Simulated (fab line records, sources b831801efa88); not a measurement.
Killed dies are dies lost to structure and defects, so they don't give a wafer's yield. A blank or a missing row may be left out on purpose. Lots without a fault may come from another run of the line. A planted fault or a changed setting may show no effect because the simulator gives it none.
Which tool did it? | flow gf180mcu | 6 lots, 18 wafers sampled, at 3 steps of a route of 602

WHAT THE GAUGES READ, wafer by wafer
GF_M1_THK_MEAS_06: measures by xrf.
lot  | measured     | on            | M1_ALCU_THK (nm)
L796 | day 16 05:20 | film_metro-02 | 444 444 448
L799 | day 17 08:47 | film_metro-01 | 448 449 449
L803 | day 19 06:14 | film_metro-03 | 453 457 457
L805 | day 19 23:46 | film_metro-03 | 444 452 449
L810 | day 22 03:12 | film_metro-03 | 443 448 447
L815 | day 23 07:53 | film_metro-01 | 443 443 436

WHICH TOOL RAN EACH LOT (tool, then ch and the chambers of the sampled wafers, then the start)
lot  | GF_HV_LDD_CLEAN_51              | GF_CONTACT_ETCH_17
L796 | wet_bench-04 ch 0, day 12 11:40 | rie_diel-03 ch 0,3, day 16 05:20 or earlier
L799 | wet_bench-02 ch 0, day 13 12:03 | rie_diel-02 ch 0,1,3, day 17 08:47 or earlier
L803 | wet_bench-02 ch 0, day 15 04:15 | rie_diel-03 ch 0,1,3, day 19 06:14 or earlier
L805 | wet_bench-04 ch 0, day 15 19:27 | rie_diel-01 ch 0,2, day 19 23:46 or earlier
L810 | wet_bench-04 ch 3, day 17 21:27 | rie_diel-03 ch 0,2, day 22 03:12 or earlier
L815 | wet_bench-01 ch 1, day 19 02:55 | rie_diel-03 ch 0,1,2, day 23 07:53 or earlier
- GF_HV_LDD_CLEAN_51: cleans in SC1/SC2, time 150 s.
- GF_CONTACT_ETCH_17: etches SiO2 in C4F8/O2/Ar, stops on CoSi2, target depth 860 nm.

THE ANSWER, worked out from the rows above alone
Rule: what is usual is taken from the lots themselves. Put in order of their means at a reading, lots are off if they are a third of the lots or fewer, leave a main group of 4 or more, and stand apart from it by a gap of 3 or more times the standard deviation of the main group's means; of several such gaps the widest counts. A main group whose means are all the same, to the digits that the tables above print for the reading, isn't used. A lot without any number at a reading at which 4 lots or more have one is off too. The other lots that the step has rows for count as sound.
No lot is off at any reading shown: from this, nothing can be told.

WHAT THE SIMULATOR HAD PUT IN
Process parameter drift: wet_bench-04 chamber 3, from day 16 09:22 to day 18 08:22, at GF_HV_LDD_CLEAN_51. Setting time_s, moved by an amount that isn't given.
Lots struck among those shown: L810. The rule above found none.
